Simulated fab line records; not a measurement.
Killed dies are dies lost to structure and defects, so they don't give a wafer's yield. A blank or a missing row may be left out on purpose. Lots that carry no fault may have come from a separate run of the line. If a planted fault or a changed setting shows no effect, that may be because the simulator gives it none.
Comparing a struck lot with a sound one + flow sky130 + 18 out of 708 route steps
Sound: wafers L795.1, L795.3, L795.5. Struck: wafer L791.6 (left out: L791.2, L791.3 of the same lot, which were not struck); the cause appears at the end.
At each step with rows: each side's tool, then ch and its chambers, then its first start. Under that, the readings that differ: sound wafers + struck wafers + difference of the means + sigmas: that difference in standard deviations of wafers without a fault.
alike: readings with means less than 2 such deviations apart, plus words and numbers identical on both sides. not compared: withheld readings, readings lacking a value on some wafer, bounds such as >300 that could conceal the same value, and numbers that have no deviation in the record and whose values overlap.
A row with sigmas, a row that says differs or no value, or rows on one side alone: a step with any of these is where the two part. Numbers that have no deviation but don't overlap get no sigmas and don't part them. A reading that every wafer of one side lacks parts them only if that side has two wafers or more.

first, 1 step without rows for these wafers: SKY_POLY_GATE_CVD_03 (deposits Si3N4 from DCS/NH3, target thk 75 nm, time 1290 s).
SKY_POLY_GATE_THK_MEAS_04:
  sound on film_metro-04, day 21 06:39; struck on film_metro-02, day 19 11:34
| reading                   | sound          | struck | difference | sigmas |
|---------------------------|----------------|--------|------------|--------|
| POLY_GATE_CVD_03_THK (nm) | 73.6 73.9 74.6 | 75.9   | +1.9       | +3     |
then, 8 steps without rows for these wafers: SKY_POLY_GATE_DEHYDRATE_05 (time 60 s); SKY_POLY_GATE_HMDS_06 (prime time 60 s); SKY_POLY_GATE_COAT_07 (resist thk 110 nm); SKY_POLY_GATE_COAT_08 (resist thk 450 nm); SKY_POLY_GATE_SOFTBAKE_09 (time 90 s); SKY_POLY_GATE_EXPOSE_10 (exposes mask P1M, target cd 150 nm); SKY_POLY_GATE_PEB_11; SKY_POLY_GATE_DEVELOP_12 (develop time 60 s).
SKY_POLY_GATE_CD_MEAS_13: target cd 150 nm.
  sound on cd_sem-02, day 22 13:08; struck on cd_sem-02, day 20 17:52
  alike: cd_nm
SKY_POLY_GATE_OVL_MEAS_14:
  sound on overlay-01, day 22 13:15; struck on overlay-01, day 20 17:58
  alike: POLY_GATE_OVL
SKY_POLY_GATE_ETCH_15: etches BARC in N2/H2, stops on SiO2, time 118.5 s, target depth 110 nm.
  sound on rie_diel-03 ch 2,3, day 22 13:17; struck on rie_diel-04 ch 3, day 20 17:59
| reading                                          | sound                | struck | difference | sigmas |
|--------------------------------------------------|----------------------|--------|------------|--------|
| throttle_valve_pct (%)                           | 13.190 13.207 13.214 | 13.226 | +0.022     | +2     |
| model.KrF-thick_of_POLY_GATE_COAT_08.thk_nm (nm) | 350.1 346.7 346.9    | 363.8  | +15.9      |        |
| model.POLY_GATE.cd_nm (nm)                       | 153.6 152.3 151.8    | 157    | +4         |        |
  alike: drypump_motor_current_A, oes_product_au
  not compared: rf_hours_counter_h
SKY_POLY_GATE_ETCH_16: etches Si3N4 in CH3F/O2, stops on poly-Si, time 147.5 s, target depth 75 nm.
  sound on rie_diel-03 ch 2,3, day 22 13:22; struck on rie_diel-04 ch 3, day 20 18:05
  alike: ch3f_flow_sccm, drypump_motor_current_A, oes_product_au, throttle_valve_pct
  not compared: rf_hours_counter_h
SKY_POLY_GATE_ETCH_17: etches poly-Si in HBr/Cl2, stops on SiO2, target depth 180 nm, time 70.5 s.
  sound on rie_si-02 ch 0,3, day 22 13:28; struck on rie_si-02 ch 0, day 20 18:11
| reading                                          | sound             | struck | difference | sigmas |
|--------------------------------------------------|-------------------|--------|------------|--------|
| model.KrF-thick_of_POLY_GATE_COAT_08.thk_nm (nm) | 149.8 142.8 141.2 | 162.7  | +18.1      |        |
| model.POLY_GATE.cd_nm (nm)                       | 155.1 154.8 153.7 | 157.6  | +3.1       |        |
  alike: drypump_motor_current_A, oes_product_au, throttle_valve_pct
  not compared: rf_hours_counter_h
SKY_POLY_GATE_STRIP_18: strips in O2/N2.
  sound on plasma_asher-03 ch 0,1, day 22 13:31; struck on plasma_asher-02 ch 0, day 20 18:14
| reading                      | sound             | struck | difference | sigmas |
|------------------------------|-------------------|--------|------------|--------|
| oes_product_au (a.u.)        | 0.366 0.355 0.352 | 0.373  | +0.015     | +3     |
| strip_time_to_endpoint_s (s) | 3.27 3.18 3.19    | 3.41   | +0.20      | +5     |
  alike: drypump_motor_current_A
  not compared: rf_hours_counter_h
then, 1 step without rows for these wafers: SKY_POLY_GATE_CLEAN_19 (cleans in SC1/SC2, time 150 s).
-- record jumps: 28 days separate the struck wafers' starts on either side; left off in module POLY_GATE, taken up again in module PAD_OPEN, whose first shown step is the route's number 708 --
SKY_PAD_OPEN_PROBE_99:
  sound on prober-01, day 49 17:19; struck on prober-01, day 48 19:42
| reading                                | sound             | struck | difference | sigmas |
|----------------------------------------|-------------------|--------|------------|--------|
| model.etest.res_poly.width_nm (nm)     | 98.57 98.29 96.98 | 102.3  | +4.4       |        |
| model.etest.res_xhigh_po.width_nm (nm) | 356.2 352 355.8   | 357.4  | +2.7       |        |
| model.etest.res_high_po.width_nm (nm)  | 356.5 354.5 351.6 | 359.2  | +5.0       |        |
| model.etest.ring_1v8.delay_ps          | 22.63 22.5 22.25  | 22.84  | +0.38      |        |
  alike: killed_at_M0_to_M3, killed_at_M4_up, killed_at_contacts, killed_at_front_end, killed_at_other, killed_dies, killed_open, killed_short

== WHERE THEY PART ==
At SKY_POLY_GATE_THK_MEAS_04 first; at SKY_POLY_GATE_STRIP_18 last (within this record only). Later steps at which nothing parts them and some readings are alike: SKY_PAD_OPEN_PROBE_99.

WHY: the cause the simulator had injected
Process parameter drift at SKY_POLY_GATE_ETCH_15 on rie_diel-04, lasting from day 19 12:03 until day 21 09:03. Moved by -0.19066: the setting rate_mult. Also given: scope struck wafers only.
